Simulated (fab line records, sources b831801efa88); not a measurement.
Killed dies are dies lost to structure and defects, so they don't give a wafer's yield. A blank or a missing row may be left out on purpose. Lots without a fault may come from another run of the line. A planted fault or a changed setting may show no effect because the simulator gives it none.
fab line records | flow sky130
record lots=6 wafers=18 last_day=50
route steps=708 shown VT_ADJUST_HVTP@87 VT_ADJUST_LVTN@97 PAD_OPEN@708
lots that met no fault: from a run of the same line without faults
start_h: hours from the record's first day to the start of the lot's first wafer shown | wait_h: hours since the lot's step before | " the same as in the row above | L1.1+2: a row that stands for several wafers | - no value, or no start given | * or withheld: withheld | < > ~ a bound
route shown NAME@n: a module of which the file shows steps, and the number in the route of the first | usual: mean/standard deviation of fault-free wafers | same: alike in all rows | chamber/n: place in a boat | sites: the reading at each site | _std_site: their standard deviation | _edge_site: outer sites' mean less inner sites' | radius_mm: how far each site lies from the wafer's centre | mask NAME#n: copy n | behind: the tool/chamber that last shaped the wafer | hold: why the lot was held/for how many hours/how that ended | device: the transistor (n, p or np) that didn't switch | end of line: the same wafers' tests at the end of the route | a step without rows: its recipe alone | killed: dies lost to structure and defects at the first sort, not the wafer's yield | map: a wafer's dies, x killed, . not, _ none there
set.NAME: the setting as run; set.NAME@STEP: as run at that earlier step | model.NAME: the simulator's own value behind a step, which no gauge read
lots at some steps of the route; a table a step, a row a wafer
services: from which hour (start_h, from the record's first day; less than 0 if before it) a tool's chamber was out of use, for how many hours, and why
## steps
# step SKY_VT_ADJUST_HVTP_COAT_02
# recipe resist=NOVOLAK spin_rpm=2955 resist_thk_nm=1140
# step SKY_VT_ADJUST_HVTP_SOFTBAKE_03
# recipe temp_c=90 time_s=60 resist=NOVOLAK
# step SKY_VT_ADJUST_HVTP_EXPOSE_04
# recipe mask_id=HVTPM na=0.6 source_shape=conventional sigma_outer=0.6 polarization=unpolarized target_cd_nm=380 dose_mj=140
# step SKY_VT_ADJUST_HVTP_PEB_05
# recipe temp_c=withheld time_s=* resist=NOVOLAK
# step SKY_VT_ADJUST_HVTP_DEVELOP_06
# recipe resist=NOVOLAK developer=TMAH develop_time_s=60 dev_temp_c=23
# step SKY_VT_ADJUST_HVTP_CD_MEAS_07
# recipe target_cd_nm=380
# usual cd_nm=380.0/2.5
# columns lot.wafer tool chamber start_h wait_h cd_nm
L755.3 cd_sem-02 - 117.96 0.1 379.8
L755.5 " - " " 381.7
L755.6 " - " " 382.1
L761.1 cd_sem-01 - 175.61 0.1 384.5
L761.2 " - " " 383.6
L761.6 " - " " 380.6
L770.3 cd_sem-01 - 235.15 0.1 382.7
L770.5 " - " " 380.7
L770.6 " - " " 382.6
L773.1 cd_sem-02 - 246.01 0.1 378.7
L773.5 " - " " 379.1
L773.6 " - " " 376.4
L777.1 cd_sem-01 - 260.49 0.1 379.9
L777.2 " - " " 382.2
L777.3 " - " " 379.3
L776.1 cd_sem-02 - 260.79 0.1 382.1
L776.4 " - " " 382.6
L776.6 " - " " 382.3
# step SKY_VT_ADJUST_HVTP_OVL_MEAS_08
# usual VT_ADJUST_HVTP_OVL=0.0/1.2
# columns lot.wafer tool chamber start_h wait_h VT_ADJUST_HVTP_OVL[nm]
L755.3 overlay-02 - 118.05 0.1 -0.2
L755.5 " - " " -1.6
L755.6 " - " " -0.1
L761.1 overlay-02 - 175.73 0.1 -1.1
L761.2 " - " " -0.3
L761.6 " - " " -0.7
L770.3 overlay-01 - 235.24 0.1 1.4
L770.5 " - " " 3.0
L770.6 " - " " 1.6
L773.1 overlay-02 - 246.13 0.1 0.5
L773.5 " - " " 0.3
L773.6 " - " " 1.9
L777.1 overlay-02 - 260.61 0.1 0.7
L777.2 " - " " 0.2
L777.3 " - " " 0.0
L776.1 overlay-01 - 260.91 0.1 0.0
L776.4 " - " " -1.1
L776.6 " - " " -0.7
# step SKY_VT_ADJUST_HVTP_IMPLANT_09
# recipe species=As energy_kev=150 dose_cm2=4.3e+12 tilt_deg=withheld
# step SKY_VT_ADJUST_HVTP_STRIP_10
# recipe chemistry=O2/N2 power_w=1400 pressure_mtorr=1500 platen_temp_c=withheld o2_flow_sccm=3000 n2_flow_sccm=300 overash_fraction=0.5
# usual drypump_motor_current_A=5.6/0.48 oes_product_au=0.717/0.0046 strip_time_to_endpoint_s=14.275/0.029
# same overash_fraction=0.5
# columns lot.wafer tool chamber start_h wait_h drypump_motor_current_A oes_product_au rf_hours_counter_h strip_time_to_endpoint_s
L755.3 plasma_asher-01 0 118.26 0.1 4.9 0.717 - 14.275
L755.5 " 1 " " 5.7 0.719 - 14.268
L755.6 " 0 " " 4.9 0.717 - 14.266
L761.1 plasma_asher-03 0 175.92 0.1 5.3 0.725 47 14.299
L761.2 " 1 " " 6.2 0.717 47 14.287
L761.6 " 0 " " 5.3 0.712 - 14.296
L770.3 plasma_asher-03 1 235.45 0.1 6.2 0.713 - 14.276
L770.5 " 1 " " 6.2 0.710 - 14.294
L770.6 " 0 " " 5.2 0.708 - 14.283
L773.1 plasma_asher-02 0 246.32 0.1 6.1 0.717 43 14.285
L773.5 " 0 " " 6.1 0.717 - 14.283
L773.6 " 1 " " 5.2 0.721 - 14.317
L777.1 plasma_asher-03 0 260.80 0.1 5.2 0.715 55 14.300
L777.2 " 1 " " 6.2 0.712 55 14.300
L777.3 " 1 " " 6.2 0.713 - 14.272
L776.1 plasma_asher-01 0 261.10 0.1 4.9 0.716 15 14.288
L776.4 " 1 " " 5.7 0.714 - 14.287
L776.6 " 0 " " 4.9 0.708 - 14.255
# step SKY_VT_ADJUST_HVTP_TW_MEAS_11
# usual VT_ADJUST_HVTP_TW=1350/9.6
# columns lot.wafer tool chamber start_h wait_h VT_ADJUST_HVTP_TW
L755.3 film_metro-02 - 118.35 0.1 1366
L755.5 " - " " 1363
L755.6 " - " " 1367
L761.1 film_metro-03 - 176.02 0.1 1341
L761.2 " - " " 1351
L761.6 " - " " 1351
L770.3 film_metro-03 - 235.54 0.1 1347
L770.5 " - " " 1353
L770.6 " - " " 1353
L773.1 film_metro-03 - 246.42 0.1 1345
L773.5 " - " " 1351
L773.6 " - " " 1349
L777.1 film_metro-02 - 260.90 0.1 1364
L777.2 " - " " 1360
L777.3 " - " " 1357
L776.1 film_metro-03 - 261.20 0.1 1354
L776.4 " - " " 1350
L776.6 " - " " 1352
# step SKY_VT_ADJUST_LVTN_DEHYDRATE_00
# recipe temp_c=200 time_s=60
# step SKY_VT_ADJUST_LVTN_HMDS_01
# recipe prime_time_s=60 prime_temp_c=120
# step SKY_VT_ADJUST_LVTN_COAT_02
# recipe spin_rpm=2000 resist_thk_nm=3000
# columns lot.wafer tool chamber start_h wait_h model.coat_of_VT_ADJUST_LVTN_COAT_02.thk_nm
L755.3 litho_track-01 0 126.63 0.1 3013
L755.5 " 0 " " 3006
L755.6 " 0 " " 3005
L761.1+2 litho_track-03 0 185.61 0.1 2994
L761.6 " 0 " " 2993
L770.3 litho_track-01 0 246.63 0.1 2860
L770.5+6 " 0 " " 2874
L773.1 litho_track-01 0 258.43 0.1 2892
L773.5 " 0 " " 2887
L773.6 " 0 " " 2884
L777.1 litho_track-02 0 271.87 0.1 3004
L777.2 " 0 " " 3001
L777.3 " 0 " " 3003
L776.1 litho_track-03 0 273.06 0.1 3005
L776.4 " 0 " " 3006
L776.6 " 0 " " 3008
# step SKY_VT_ADJUST_LVTN_SOFTBAKE_03
# recipe temp_c=110 time_s=withheld
# step SKY_VT_ADJUST_LVTN_EXPOSE_04
# recipe mask_id=NWM_COMPLEMENT_LESS_NATIVE na=0.6 source_shape=conventional sigma_outer=0.6 polarization=unpolarized target_cd_nm=840 dose_mj=194
# step SKY_VT_ADJUST_LVTN_PEB_05
# recipe temp_c=115 time_s=withheld
# step SKY_VT_ADJUST_LVTN_DEVELOP_06
# recipe wall_angle_deg=90 developer=TMAH develop_time_s=60 dev_temp_c=23
# columns lot.wafer tool chamber start_h wait_h model.coat_of_VT_ADJUST_LVTN_COAT_02.thk_nm
L755.3 litho_track-03 0 - - 3009
L755.5 " 0 " " 3002
L755.6 " 0 " " 3001
L761.1+2 litho_track-01 0 - - 2990
L761.6 " 0 " " 2989
L770.3 litho_track-01 0 - - 2855
L770.5 " 0 " " 2869
L770.6 " 0 " " 2870
L773.1 litho_track-02 0 - - 2888
L773.5 " 0 " " 2883
L773.6 " 0 " " 2880
L777.1 litho_track-02 0 - - 3000
L777.2 " 0 " " 2997
L777.3 " 0 " " 2999
L776.1+4 litho_track-02 0 - - 3001
L776.6 " 0 " " 3003
# step SKY_VT_ADJUST_LVTN_OVL_MEAS_07
# usual VT_ADJUST_LVTN_OVL=-0.3/1.2
# columns lot.wafer tool chamber start_h wait_h VT_ADJUST_LVTN_OVL[nm]
L755.3 overlay-02 - 135.57 - 1.0
L755.5 " - " " -0.1
L755.6 " - " " 0.5
L761.1 overlay-02 - 196.93 - 0.3
L761.2 " - " " -1.6
L761.6 " - " " 0.2
L770.3 overlay-02 - 259.50 - -1.5
L770.5 " - " " -1.7
L770.6 " - " " -0.1
L773.1 overlay-01 - 269.72 - -0.2
L773.5 " - " " -0.9
L773.6 " - " " 0.5
L777.1 overlay-01 - 284.87 - 1.0
L777.2 " - " " 0.6
L777.3 " - " " -0.4
L776.1 overlay-02 - 286.02 - -1.5
L776.4 " - " " -1.9
L776.6 " - " " -0.1
# step SKY_VT_ADJUST_LVTN_IMPLANT_08
# recipe species=B energy_kev=30 dose_cm2=1.57e+12 tilt_deg=withheld
# step SKY_VT_ADJUST_LVTN_STRIP_09
# recipe chemistry=O2/N2 power_w=1400 pressure_mtorr=1500 platen_temp_c=withheld o2_flow_sccm=3000 n2_flow_sccm=300 overash_fraction=0.5
# usual drypump_motor_current_A=5.4/0.37 oes_product_au=0.722/0.0044 strip_time_to_endpoint_s=36.97/0.11
# same overash_fraction=0.5
# columns lot.wafer tool chamber start_h wait_h drypump_motor_current_A oes_product_au rf_hours_counter_h strip_time_to_endpoint_s
L755.3 plasma_asher-04 1 135.78 0.1 5.2 0.725 - 37.06
L755.5 " 0 " " 5.8 0.721 - 36.98
L755.6 " 1 " " 5.2 0.724 - 36.97
L761.1 plasma_asher-04 0 197.12 0.1 5.7 0.728 50 36.84
L761.2 " 1 " " 5.2 0.729 50 36.84
L761.6 " 1 " " 5.2 0.724 - 36.83
L770.3 plasma_asher-04 0 259.70 0.1 5.7 0.720 - 35.30
L770.5 " 1 " " 5.2 0.723 - 35.45
L770.6 " 0 " " 5.8 0.726 - 35.46
L773.1 plasma_asher-01 1 269.91 0.1 5.7 0.724 16 35.66
L773.5 " 0 " " 5.0 0.721 - 35.62
L773.6 " 1 " " 5.7 0.715 - 35.61
L777.1 plasma_asher-01 0 285.06 0.1 4.9 0.731 18 36.97
L777.2 " 1 " " 5.7 0.728 18 36.92
L777.3 " 0 " " 4.9 0.725 - 36.94
L776.1 plasma_asher-04 1 286.21 0.1 5.2 0.722 55 36.97
L776.4 " 0 " " 5.7 0.725 - 36.98
L776.6 " 0 " " 5.8 0.726 - 37.01
# step SKY_VT_ADJUST_LVTN_TW_MEAS_10
# usual VT_ADJUST_LVTN_TW=240.4/1.4
# columns lot.wafer tool chamber start_h wait_h VT_ADJUST_LVTN_TW
L755.3 film_metro-02 - 135.87 0.1 242.9
L755.5 " - " " 241.3
L755.6 " - " " 241.6
L761.1 film_metro-03 - 197.22 0.1 239.0
L761.2 " - " " 238.9
L761.6 " - " " 238.0
L770.3 film_metro-04 - 259.79 0.1 240.0
L770.5 " - " " 239.4
L770.6 " - " " 239.6
L773.1 film_metro-04 - 270.12 0.2 238.4
L773.5 " - " " 239.7
L773.6 " - " " 240.8
L777.1 film_metro-04 - 285.16 0.1 241.4
L777.2 " - " " 241.1
L777.3 " - " " 239.8
L776.1 film_metro-04 - 286.31 0.1 240.8
L776.4 " - " " 240.9
L776.6 " - " " 240.8
# step SKY_PAD_OPEN_PROBE_99
# usual killed_at_M0_to_M3=44/6.2 killed_at_M4_up=3.3/1.8 killed_at_contacts=25/5.8 killed_at_front_end=15/4 killed_at_other=0.3/0.49 killed_dies=88/8.8 killed_open=48/6.5 killed_short=39/6.3
# same gross_dies=492 killed_at_back_side=0
# columns lot.wafer tool chamber start_h wait_h killed_at_M0_to_M3 killed_at_M4_up killed_at_contacts killed_at_front_end killed_at_other killed_dies killed_open killed_short
L755.3 prober-01 - 1085.71 0.2 36 3 26 15 0 80 44 36
L755.5 prober-01 - 1085.81 0.2 40 1 30 13 0 84 54 29
L755.6 prober-01 - 1085.86 0.2 43 0 16 26 0 85 48 37
L761.1 prober-02 - 1134.36 0.1 42 5 29 16 0 92 48 44
L761.2 prober-02 - 1134.41 0.1 44 3 21 5 1 74 37 37
L761.6 prober-02 - 1134.61 0.2 32 3 33 20 0 88 53 35
L770.3 prober-01 - 1184.52 0.2 46 0 36 15 0 97 59 37
L770.5 prober-01 - 1184.62 0.2 49 2 32 20 0 103 50 53
L770.6 prober-01 - 1184.67 0.2 41 4 23 15 0 83 42 40
L773.1 prober-02 - 1185.92 0.1 44 4 15 15 0 78 36 42
L773.5 prober-02 - 1186.12 0.2 42 7 24 18 0 91 47 44
L773.6 prober-02 - 1186.17 0.2 37 2 24 19 0 82 45 37
L776.1 prober-01 - 1201.57 0.1 34 3 24 16 0 77 37 39
L776.4 prober-01 - 1201.72 0.2 40 3 30 19 0 92 47 43
L776.6 prober-01 - 1201.82 0.2 51 5 30 17 1 104 52 50
# killed by level:class
L755.3 CONTACT:geometric_particle:open=12 VIA3:geometric_particle:open=7 METAL2:geometric_particle:short=6 CONTACT:geometric_particle:short=5 VIA1:geometric_particle:open=5 FIELD_ISO:geometric_particle:short=4 LI_CONTACT:geometric_particle:open=4 POLY_GATE:geometric_particle:open=3
L755.5 CONTACT:geometric_particle:open=10 VIA2:geometric_particle:open=9 VIA3:geometric_particle:open=9 LI_CONTACT:geometric_particle:open=8 VIA1:geometric_particle:open=5 LOCAL_INTERCONNECT:geometric_particle:short=5 VIA1:geometric_particle:short=4 VIA3:geometric_particle:short=4
L755.6 VIA1:geometric_particle:open=10 POLY_GATE:geometric_particle:open=8 VIA2:geometric_particle:open=8 VIA1:geometric_particle:short=7 VIA3:geometric_particle:open=7 POLY_GATE:geometric_particle:short=6 LOCAL_INTERCONNECT:geometric_particle:short=5 FIELD_ISO:geometric_particle:open=4
L761.1 CONTACT:geometric_particle:open=12 VIA1:geometric_particle:open=8 CONTACT:geometric_particle:short=7 METAL1:geometric_particle:short=7 METAL2:geometric_particle:short=7 FIELD_ISO:geometric_particle:short=6 LOCAL_INTERCONNECT:geometric_particle:short=5 VIA2:geometric_particle:open=5
L761.2 VIA1:geometric_particle:open=11 LI_CONTACT:geometric_particle:open=8 METAL1:geometric_particle:short=7 LOCAL_INTERCONNECT:geometric_particle:short=6 VIA1:geometric_particle:short=5 CONTACT:geometric_particle:open=5 VIA3:geometric_particle:short=5 METAL2:geometric_particle:short=4
L761.6 CONTACT:geometric_particle:open=12 VIA1:geometric_particle:open=11 LI_CONTACT:geometric_particle:open=9 LOCAL_INTERCONNECT:geometric_particle:short=7 FIELD_ISO:geometric_particle:short=6 FIELD_ISO:geometric_particle:open=3 POLY_GATE:geometric_particle:short=3 CONTACT:geometric_particle:short=3
L770.3 CONTACT:geometric_particle:open=14 VIA2:geometric_particle:open=9 VIA1:geometric_particle:open=9 CONTACT:geometric_particle:short=7 VIA3:geometric_particle:open=7 LI_CONTACT:geometric_particle:open=5 LI_CONTACT:geometric_particle:short=5 VIA2:geometric_particle:short=5
L770.5 METAL2:geometric_particle:short=10 CONTACT:geometric_particle:open=9 LI_CONTACT:geometric_particle:open=8 VIA1:geometric_particle:open=8 VIA1:geometric_particle:short=7 FIELD_ISO:geometric_particle:short=5 CONTACT:geometric_particle:short=5 FIELD_ISO:geometric_particle:open=4
L770.6 CONTACT:geometric_particle:open=9 CONTACT:geometric_particle:short=7 VIA1:geometric_particle:open=7 VIA2:geometric_particle:open=6 METAL1:geometric_particle:short=6 VIA2:geometric_particle:short=6 VIA3:geometric_particle:open=5 FIELD_ISO:geometric_particle:open=3
L773.1 VIA2:geometric_particle:open=8 VIA1:geometric_particle:open=8 METAL1:geometric_particle:short=7 METAL2:geometric_particle:short=6 VIA3:geometric_particle:open=6 FIELD_ISO:geometric_particle:short=5 CONTACT:geometric_particle:open=4 LI_CONTACT:geometric_particle:open=4
L773.5 LI_CONTACT:geometric_particle:open=10 VIA1:geometric_particle:open=9 LOCAL_INTERCONNECT:geometric_particle:short=7 VIA2:geometric_particle:open=7 METAL2:geometric_particle:short=6 METAL4:geometric_particle:short=6 CONTACT:geometric_particle:open=5 POLY_GATE:geometric_particle:short=5
L773.6 VIA1:geometric_particle:open=10 LI_CONTACT:geometric_particle:open=7 CONTACT:geometric_particle:short=7 POLY_GATE:geometric_particle:open=6 FIELD_ISO:geometric_particle:short=5 METAL2:geometric_particle:short=5 CONTACT:geometric_particle:open=5 VIA1:geometric_particle:short=5
L776.1 LI_CONTACT:geometric_particle:open=9 CONTACT:geometric_particle:open=6 VIA2:geometric_particle:open=6 METAL2:geometric_particle:short=5 VIA1:geometric_particle:short=5 POLY_GATE:geometric_particle:open=4 FIELD_ISO:geometric_particle:short=4 LOCAL_INTERCONNECT:geometric_particle:short=4
L776.4 CONTACT:geometric_particle:open=11 VIA1:geometric_particle:open=10 LI_CONTACT:geometric_particle:open=9 VIA1:geometric_particle:short=8 METAL2:geometric_particle:short=7 CONTACT:geometric_particle:short=6 FIELD_ISO:geometric_particle:open=5 FIELD_ISO:geometric_particle:short=4
L776.6 VIA1:geometric_particle:open=12 CONTACT:geometric_particle:open=11 LOCAL_INTERCONNECT:geometric_particle:short=7 METAL2:geometric_particle:short=7 VIA2:geometric_particle:open=7 LI_CONTACT:geometric_particle:open=6 VIA3:geometric_particle:short=6 FIELD_ISO:geometric_particle:short=5
## services
# columns tool chamber start_h hours kind
litho_track-03 - 108.27 - consumable_replace:filter
plasma_asher-01 - 108.75 9.0 pm
plasma_asher-01 0 108.75 9.0 vent_cycle
plasma_asher-01 1 108.75 9.0 vent_cycle
plasma_asher-01 0 117.75 - clean
plasma_asher-01 1 117.75 - clean
plasma_asher-04 - 207.68 24.5 repair
plasma_asher-04 - 264.07 11.3 pm
## key
first_sign step=SKY_VT_ADJUST_LVTN_STRIP_09 reading=strip_time_to_endpoint_s direction=down sigmas=13 usual=* struck=*
effect none on later readings
model_effect step=SKY_VT_ADJUST_LVTN_COAT_02 value=coat_of_VT_ADJUST_LVTN_COAT_02.thk_nm without=3011 struck=2878
model_effect step=SKY_VT_ADJUST_LVTN_DEVELOP_06 value=coat_of_VT_ADJUST_LVTN_COAT_02.thk_nm without=3007 struck=2874
met_at SKY_VT_ADJUST_LVTN_COAT_02
struck_wafers L770.3,L770.5,L770.6,L773.1,L773.5,L773.6
tester_left_out L770,L773
onset_between 126.63 246.63
fault kind=process_parameter_drift tool=litho_track-01 chamber=- onset_h=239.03 steps=SKY_VT_ADJUST_LVTN_COAT_02 channel=resist_thk_nm offset=-132.45 shape=step end_h=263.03 acts_in=these_recipes_only stated=3000
# tester_left_out: of these lots the tester's yield and bins aren't shown, on N5 and GAA mostly nor the transistor test; their killed dies are dies lost to structure and defects alone, not to doping, threshold or leakage, so they don't give the yield
